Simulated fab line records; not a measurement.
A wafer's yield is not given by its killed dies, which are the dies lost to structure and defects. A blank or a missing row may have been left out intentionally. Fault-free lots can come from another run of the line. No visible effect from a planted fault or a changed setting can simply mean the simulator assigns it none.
Which tool was responsible? | flow gf180mcu | Sampling: 7 lots, 21 wafers, 2 of 602 route steps

== WHAT THE GAUGES READ, wafer by wafer ==
GF_PSD_CD_MEAS_07: target cd 400 nm.
lot  | measured     | on       | cdNm (nm)
L168 | day 14 03:43 | cdSem-02 | 396.4 399.3 398.6
L170 | day 15 03:44 | cdSem-01 | 399.3 398.0 397.4
L173 | day 16 05:44 | cdSem-02 | 400.5 402.2 401.9
L176 | day 17 02:05 | cdSem-02 | 402.7 401.2 402.0
L178 | day 17 17:36 | cdSem-01 | 400.2 399.4 400.0
L187 | day 21 13:00 | cdSem-02 | 392.2 394.5 393.3
L189 | day 22 00:44 | cdSem-01 | 401.7 401.7 404.0

== EACH LOT AND THE TOOL THAT RAN IT (in order: tool; ch and the chambers of the sampled wafers; start) ==
lot  | GF_PSD_DEVELOP_06
L168 | lithoTrack-03 ch 0, day 14 03:34
L170 | lithoTrack-02 ch 0, day 15 03:35
L173 | lithoTrack-04 ch 0, day 16 05:35
L176 | lithoTrack-02 ch 0, day 17 01:56
L178 | lithoTrack-02 ch 0, day 17 17:28
L187 | lithoTrack-04 ch 0, day 21 12:52
L189 | lithoTrack-02 ch 0, day 22 00:35
- GF_PSD_DEVELOP_06: develop time 60 s.

== THE ANSWER, worked out from the rows above alone ==
Rule: what is usual is taken from the lots themselves. The widest of any qualifying gaps counts: lots, ordered by their means at a reading, are off when they make up no more than a third of the lots, leave a main group of 4 or more, and stand apart from it by 3 or more times the standard deviation of that group's means. The tables above print the reading to a certain number of digits; a main group whose means all agree to those digits is not used. Also off: a lot with no number at a reading for which 4 or more lots have one. Any other lot the step has rows for is counted as sound.
Across all readings shown, no lot is off: no conclusion can be drawn from this.

== WHAT THE SIMULATOR PUT IN ==
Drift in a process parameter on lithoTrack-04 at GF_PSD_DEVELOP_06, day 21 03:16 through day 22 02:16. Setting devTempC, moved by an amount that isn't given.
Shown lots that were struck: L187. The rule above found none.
